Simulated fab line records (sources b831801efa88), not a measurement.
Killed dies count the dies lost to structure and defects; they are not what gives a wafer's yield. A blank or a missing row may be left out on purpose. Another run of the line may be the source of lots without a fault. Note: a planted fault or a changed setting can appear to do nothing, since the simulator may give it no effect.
Matching of chambers | flow sky130 | SKY_CONTACT_CMP_04 on cmp-02 has 4 sister chambers
The step polishes SiO2. 8 wafers are shown with their chamber, then 12 later ones without.

== EACH WAFER AND ITS CHAMBER ==
wafer  | chamber | motor current A (A) | time to endpoint s (s)
L083.4 | 1       | 10.5                | 81
L084.4 | 0       | 9.3                 | 78
L086.1 | 0       | 9.4                 | 89
L087.3 | 3       | 12.8                | 79
L089.5 | 1       | 10.9                | 80
L090.2 | 3       | 13.3                | 80
L090.3 | 2       | 10.6                | 90
L090.5 | 2       | 10.2                | 86

== WAFERS WHOSE CHAMBER IS MISSING ==
wafer  | motor current A (A) | time to endpoint s (s)
L092.1 | 10.2                | 88
L092.4 | 10.4                | 81
L092.6 | 10.6                | 90
L093.2 | 9.7                 | 83
L093.3 | 10.1                | 83
L093.5 | 10.4                | 84
L095.1 | 10.9                | 73
L095.2 | 10.6                | 81
L095.5 | 10.7                | 87
L096.3 | 12.6                | 81
L096.4 | 9.5                 | 79
L096.5 | 9.1                 | 88

== CHAMBER TAKEN BY EACH ==
wafer  | from the rows above          | in truth
L092.1 | can't be placed: 2 or 1      | 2
L092.4 | can't be placed: 1 or 2      | 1
L092.6 | can't be placed: 2 or 1      | 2
L093.2 | can't be placed: 0 or 2      | 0
L093.3 | can't be placed: 2 or 1 or 0 | 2
L093.5 | can't be placed: 2 or 1      | 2
L095.1 | 1                            | 1
L095.2 | can't be placed: 1 or 2      | 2
L095.5 | can't be placed: 2 or 1      | 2
L096.3 | 3                            | 3
L096.4 | 0                            | 0
L096.5 | 0                            | 0
Placed correctly: 4 of 12. These rows do not allow placing 8 (true chamber among the candidates in 8). Number placed wrongly: 0.
How it was worked out, from the rows above alone: a wafer's distance from a chamber is the root of the sum, over the readings, of the square of ((its reading less the chamber's mean) divided by the reading's scatter). If the next closest chamber is less than 2 further off than the closest, the wafer can't be placed; otherwise it belongs to the closest. Each chamber's mean is taken over the wafers shown for it. The scatter: the root of (the sum of the squares of (reading less its chamber's mean) over the shown wafers, divided by (wafers less chambers)).
